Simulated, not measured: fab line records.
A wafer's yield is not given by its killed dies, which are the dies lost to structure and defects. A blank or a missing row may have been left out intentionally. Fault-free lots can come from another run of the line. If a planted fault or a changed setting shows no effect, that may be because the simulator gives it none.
2 desks looking at one fault || flow gf180mcu || what lay behind the numbers comes last; until then each desk has only its own

## FOR THE TOOL OWNER'S DESK: implanter-01
The tool's own readings at GF_HV_LDD_IMPLANT_33: means of the sampled wafers that have a number, for each lot that ran on this tool. If a lot's mean is further than 4 standard deviations from the usual mean, the lot is out of limits and carries the mark OUT (the distance appears in the brackets).
Columns: A = beam on s at GF_HV_LDD_IMPLANT_33, usual 10.02 s
{"lot": "L516", "first seen here": "day 12 13:01", "A": 10.03}
{"lot": "L529", "first seen here": "day 16 15:35", "A": 10.05}
{"lot": "L530", "first seen here": "day 16 16:47", "A": 9.89}
This desk found nothing out of limits on any of the 3 lots.

## AT THE METROLOGY DESK
What the gauges read, lot by lot, whatever tool the lot ran on: means of the sampled wafers that have a number. If a lot's mean is further than 4 standard deviations from the usual mean, the lot is out of limits and carries the mark OUT (the distance appears in the brackets). It has 10 readings; the 7 that lie furthest out on some lot are the ones shown.
Columns: A = HV_LDD_2_TW at GF_HV_LDD_TW_MEAS_23, usual 1057; B = cd nm at GF_HV_LDD_CD_MEAS_31, usual 400.0 nm; C = HV_LDD_02_OVL at GF_HV_LDD_OVL_MEAS_32, usual 1.5 nm; D = HV_LDD_3_TW at GF_HV_LDD_TW_MEAS_38, usual 1432; E = cd nm at GF_HV_LDD_CD_MEAS_46, usual 399.5 nm; F = HV_LDD_RS at GF_HV_LDD_RS_MEAS_53, usual 418.2 ohm/sq; G = HV_LDD_CVD_54_THK at GF_HV_LDD_THK_MEAS_55, usual 10.03 nm
{"lot": "L516", "first seen here": "day 11 17:23", "A": 1042, "B": 400.7, "C": -1.2, "D": 1422, "E": 400.4, "F": 419.4, "G": 10.20}
{"lot": "L521", "first seen here": "day 13 03:17", "A": 1050, "B": 398.6, "C": 2.4, "D": 1438, "E": 397.9, "F": 417.7, "G": 9.86}
{"lot": "L522", "first seen here": "day 13 06:05", "A": 1051, "B": 405.5, "C": 1.1, "D": 1454, "E": 399.4, "F": 419.3, "G": 9.88}
{"lot": "L527", "first seen here": "day 14 23:38", "A": 1070, "B": 404.4, "C": 2.3, "D": 1429, "E": 399.3, "F": 419.1, "G": 10.05}
{"lot": "L529", "first seen here": "day 15 17:43", "A": 1050, "B": 402.7, "C": 2.2, "D": 1453, "E": 401.9, "F": 417.7, "G": 10.00}
{"lot": "L530", "first seen here": "day 15 18:21", "A": 1073, "B": 401.9, "C": 1.6, "D": 1454, "E": 397.4, "F": 418.8, "G": 10.16}
This desk found nothing out of limits on any of the 6 lots.

## TAKEN TOGETHER
The desk of the tool owner found nothing out of limits.
At the metrology desk, nothing out of limits was observed.

## WHAT THE SIMULATOR HAD INSERTED
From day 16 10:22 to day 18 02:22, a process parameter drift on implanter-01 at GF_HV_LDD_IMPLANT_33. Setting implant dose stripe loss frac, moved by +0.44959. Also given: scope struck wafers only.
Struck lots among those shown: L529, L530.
